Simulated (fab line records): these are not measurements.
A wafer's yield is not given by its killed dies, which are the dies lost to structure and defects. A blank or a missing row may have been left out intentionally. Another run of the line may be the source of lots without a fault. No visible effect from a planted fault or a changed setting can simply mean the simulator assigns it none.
Split-lot study / flow sfqLine / 5 lots, 23 wafers read, on a route of 325 steps

## THE SPLIT ITSELF
At SFQ_TRILAYER_I6_VIA_LITHO_COAT_174 (resist thk 62 nm), the setting spinRpm was moved away from the recipe's 3000 rpm on 9 of the 23 wafers read, by -4.9% to +6.0%. This setting was run at the recipe's value on the other wafers.

Reading taken at the split's own step.

## THE READING
BARC_of_TRILAYER_I6_VIA_LITHO_COAT_174.thkNm (the simulator's own value, which no gauge read), in nm, at SFQ_TRILAYER_I6_VIA_LITHO_COAT_174 (resist thk 62 nm). No usual value for it is given in the file. Across the 14 wafers here that went through the recipe, the average is 62.12 nm and the standard deviation 0.094 nm.

wafer=L075.1; tool, chamber at the split=lithoTrack-01, 0; spinRpm as run, rpm=2897; against the recipe=-3.4%; BARC_of_TRILAYER_I6_VIA_LITHO_COAT_174.thkNm, nm=63.05; against lot-mates on the recipe=+1.08
wafer=L075.3; tool, chamber at the split=lithoTrack-01, 0; spinRpm as run, rpm=2897; against the recipe=-3.4%; BARC_of_TRILAYER_I6_VIA_LITHO_COAT_174.thkNm, nm=63.21; against lot-mates on the recipe=+1.24
wafer=L075.4; tool, chamber at the split=lithoTrack-01, 0; spinRpm as run, rpm=3000; against the recipe=recipe; BARC_of_TRILAYER_I6_VIA_LITHO_COAT_174.thkNm, nm=61.93; against lot-mates on the recipe=-
wafer=L075.5; tool, chamber at the split=lithoTrack-01, 0; spinRpm as run, rpm=3000; against the recipe=recipe; BARC_of_TRILAYER_I6_VIA_LITHO_COAT_174.thkNm, nm=62.01; against lot-mates on the recipe=-
wafer=L075.6; tool, chamber at the split=lithoTrack-01, 0; spinRpm as run, rpm=2897; against the recipe=-3.4%; BARC_of_TRILAYER_I6_VIA_LITHO_COAT_174.thkNm, nm=63.2; against lot-mates on the recipe=+1.23
wafer=L076.1; tool, chamber at the split=lithoTrack-04, 0; spinRpm as run, rpm=3000; against the recipe=recipe; BARC_of_TRILAYER_I6_VIA_LITHO_COAT_174.thkNm, nm=62.13; against lot-mates on the recipe=-
wafer=L076.2; tool, chamber at the split=lithoTrack-04, 0; spinRpm as run, rpm=3180; against the recipe=+6.0%; BARC_of_TRILAYER_I6_VIA_LITHO_COAT_174.thkNm, nm=60.42; against lot-mates on the recipe=-1.68
wafer=L076.3; tool, chamber at the split=lithoTrack-04, 0; spinRpm as run, rpm=3180; against the recipe=+6.0%; BARC_of_TRILAYER_I6_VIA_LITHO_COAT_174.thkNm, nm=60.35; against lot-mates on the recipe=-1.75
wafer=L076.5; tool, chamber at the split=lithoTrack-04, 0; spinRpm as run, rpm=3000; against the recipe=recipe; BARC_of_TRILAYER_I6_VIA_LITHO_COAT_174.thkNm, nm=62.07; against lot-mates on the recipe=-
wafer=L076.6; tool, chamber at the split=lithoTrack-04, 0; spinRpm as run, rpm=3180; against the recipe=+6.0%; BARC_of_TRILAYER_I6_VIA_LITHO_COAT_174.thkNm, nm=60.28; against lot-mates on the recipe=-1.82
wafer=L077.1; tool, chamber at the split=lithoTrack-01, 0; spinRpm as run, rpm=3000; against the recipe=recipe; BARC_of_TRILAYER_I6_VIA_LITHO_COAT_174.thkNm, nm=62.13; against lot-mates on the recipe=-
wafer=L077.2; tool, chamber at the split=lithoTrack-01, 0; spinRpm as run, rpm=3000; against the recipe=recipe; BARC_of_TRILAYER_I6_VIA_LITHO_COAT_174.thkNm, nm=62.03; against lot-mates on the recipe=-
wafer=L077.3; tool, chamber at the split=lithoTrack-01, 0; spinRpm as run, rpm=3000; against the recipe=recipe; BARC_of_TRILAYER_I6_VIA_LITHO_COAT_174.thkNm, nm=62.18; against lot-mates on the recipe=-
wafer=L077.4; tool, chamber at the split=lithoTrack-01, 0; spinRpm as run, rpm=3000; against the recipe=recipe; BARC_of_TRILAYER_I6_VIA_LITHO_COAT_174.thkNm, nm=62.12; against lot-mates on the recipe=-
wafer=L077.6; tool, chamber at the split=lithoTrack-01, 0; spinRpm as run, rpm=3000; against the recipe=recipe; BARC_of_TRILAYER_I6_VIA_LITHO_COAT_174.thkNm, nm=62.1; against lot-mates on the recipe=-
wafer=L080.1; tool, chamber at the split=lithoTrack-01, 0; spinRpm as run, rpm=2854; against the recipe=-4.9%; BARC_of_TRILAYER_I6_VIA_LITHO_COAT_174.thkNm, nm=63.83; against lot-mates on the recipe=+1.67
wafer=L080.2; tool, chamber at the split=lithoTrack-01, 0; spinRpm as run, rpm=3000; against the recipe=recipe; BARC_of_TRILAYER_I6_VIA_LITHO_COAT_174.thkNm, nm=62.07; against lot-mates on the recipe=-
wafer=L080.3; tool, chamber at the split=lithoTrack-01, 0; spinRpm as run, rpm=2854; against the recipe=-4.9%; BARC_of_TRILAYER_I6_VIA_LITHO_COAT_174.thkNm, nm=63.89; against lot-mates on the recipe=+1.73
wafer=L080.5; tool, chamber at the split=lithoTrack-01, 0; spinRpm as run, rpm=3000; against the recipe=recipe; BARC_of_TRILAYER_I6_VIA_LITHO_COAT_174.thkNm, nm=62.25; against lot-mates on the recipe=-
wafer=L080.6; tool, chamber at the split=lithoTrack-01, 0; spinRpm as run, rpm=2854; against the recipe=-4.9%; BARC_of_TRILAYER_I6_VIA_LITHO_COAT_174.thkNm, nm=63.68; against lot-mates on the recipe=+1.52
wafer=L082.3; tool, chamber at the split=lithoTrack-02, 0; spinRpm as run, rpm=3000; against the recipe=recipe; BARC_of_TRILAYER_I6_VIA_LITHO_COAT_174.thkNm, nm=62.27; against lot-mates on the recipe=-
wafer=L082.5; tool, chamber at the split=lithoTrack-02, 0; spinRpm as run, rpm=3000; against the recipe=recipe; BARC_of_TRILAYER_I6_VIA_LITHO_COAT_174.thkNm, nm=62.22; against lot-mates on the recipe=-
wafer=L082.6; tool, chamber at the split=lithoTrack-02, 0; spinRpm as run, rpm=3000; against the recipe=recipe; BARC_of_TRILAYER_I6_VIA_LITHO_COAT_174.thkNm, nm=62.21; against lot-mates on the recipe=-

THE FIT
A straight line over all 23 wafers: BARC_of_TRILAYER_I6_VIA_LITHO_COAT_174.thkNm changes by -0.312 nm for each +1% of spinRpm; r = -0.99; the points scatter about the line by 0.11 nm.
The same after taking each lot's own level away (the mean of its wafers on the recipe; 23 wafers): -0.314 nm for each +1%; r = -1.00; scatter 0.088 nm.
Per that fit: largest spinRpm move, reading shift of 1.9 nm.
Measured against the standard deviation above, the lots' own levels, which go from 61.970 to 62.233 nm, span 2.8 times it.
The two slopes are in agreement: the lot-to-lot level therefore moves the slope only a little.
Check: for one of the wafers moved furthest among these (+6.0%), held out of the fit, the line's prediction against its lot-mates is -1.89 nm. It came out at -1.68 nm against them.

## FILE'S OWN FIT
BARC_of_TRILAYER_I6_VIA_LITHO_COAT_174.thkNm changes by -0.315 nm for each +1% of spinRpm, r = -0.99.
